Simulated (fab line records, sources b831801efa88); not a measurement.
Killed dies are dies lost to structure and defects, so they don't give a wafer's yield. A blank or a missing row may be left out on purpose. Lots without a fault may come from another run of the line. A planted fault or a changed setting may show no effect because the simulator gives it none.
Problem report in the 8D (eight disciplines) form, filled by code | flow gf180mcu | the parts of the form that need people (team, actions taken, sign-off) are left out

1. THE PROBLEM
NWELL_TW at GF_NWELL_TW_MEAS_11 reads a mean of 1423 on 6 wafers of 2 lots; wafers without a fault read 1574 with a standard deviation of 14. That is -11 standard deviations from the usual mean.
First seen on wafer L234.1, day 5 14:42, on film_metro-04. The record holds 39 wafers of 13 lots with a number at this step. Rule for "out", or "out of limits": more than 4 standard deviations from the usual mean. The other wafers with a number count as sound.

2. WHAT IT IS AND WHAT IT IS NOT
question                    | is                           | is not
which readings at this step | NWELL_TW                     | -
which lots                  | L234, L237                   | L225, L226, L229, L230, L231, L232, L233, L242, L244, L246, L247
which wafers of those lots  | all that have a number       | -
read on which gauges        | film_metro-03, film_metro-04 | film_metro-02
when                        | from day 5 14:42             | up to then (21 sound wafers); but 12 sound wafers of L242, L244, L246, L247 came after

3. SUSPECTS, AND WHAT RULES EACH OUT
Counting: a tool at a process step up to the reading stays a suspect if it ran every lot that is out and no sound lot after the first of them.
- the gauge at GF_NWELL_TW_MEAS_11: ruled out. The wafers that are out were read on 2 gauges (film_metro-03, film_metro-04).
- implanter-01 at GF_NWELL_IMPLANT_08: ruled out as a lasting fault. Sound lots L247, L246 ran on it after its first lot that is out, L234 (day 5 14:18).
Left after counting: nothing in the record.

4. THE CAUSE (what the simulator had put in)
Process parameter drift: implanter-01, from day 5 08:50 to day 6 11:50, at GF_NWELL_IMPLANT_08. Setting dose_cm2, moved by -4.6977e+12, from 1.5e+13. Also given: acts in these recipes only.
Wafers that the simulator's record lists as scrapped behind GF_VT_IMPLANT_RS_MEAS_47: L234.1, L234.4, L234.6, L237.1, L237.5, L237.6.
Counting ruled it out, wrongly: the rule takes a fault to strike every lot that its tool runs from its start on, and this one did not.

5. THE CHAIN OF EFFECTS, in route order
Each row: a reading whose mean over the struck wafers that have a number lies more than 3 standard deviations from the usual. Only readings for which the record gives a usual standard deviation are gone through. hours: the time from each lot's start at the first step in this table that gives one to its start at this step, as a median over the lots. sigmas: the change in usual standard deviations.
hours | step                     | reading            | usual        | on struck wafers | change      | sigmas
0     | GF_NWELL_IMPLANT_08      | dose_ions_cm2      | 1.5001e+13   | 1.0299e+13       | -4.7018e+12 | -99 or more
0     | GF_NWELL_IMPLANT_08      | faraday_current_uA | 85.0         | 59.0             | -26.0       | -14
0     | GF_NWELL_TW_MEAS_11      | NWELL_TW           | 1574         | 1423             | -151        | -11
117   | GF_VT_IMPLANT_RS_MEAS_47 | NWELL_RS           | 487.9 ohm/sq | 593.9            | +106.0      | +82
The process steps in it:
- GF_NWELL_IMPLANT_08

6. WHAT WOULD HAVE CAUGHT IT SOONER
In this record the first reading out of limits at a measuring or inspecting step was taken at day 5 14:42, 6 hours after the fault began at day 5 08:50.
The tool's own readings at GF_NWELL_IMPLANT_08 were out on every struck wafer that the step has a row for (dose_ions_cm2, faraday_current_uA): an alarm limit on them would have fired on the first of those.
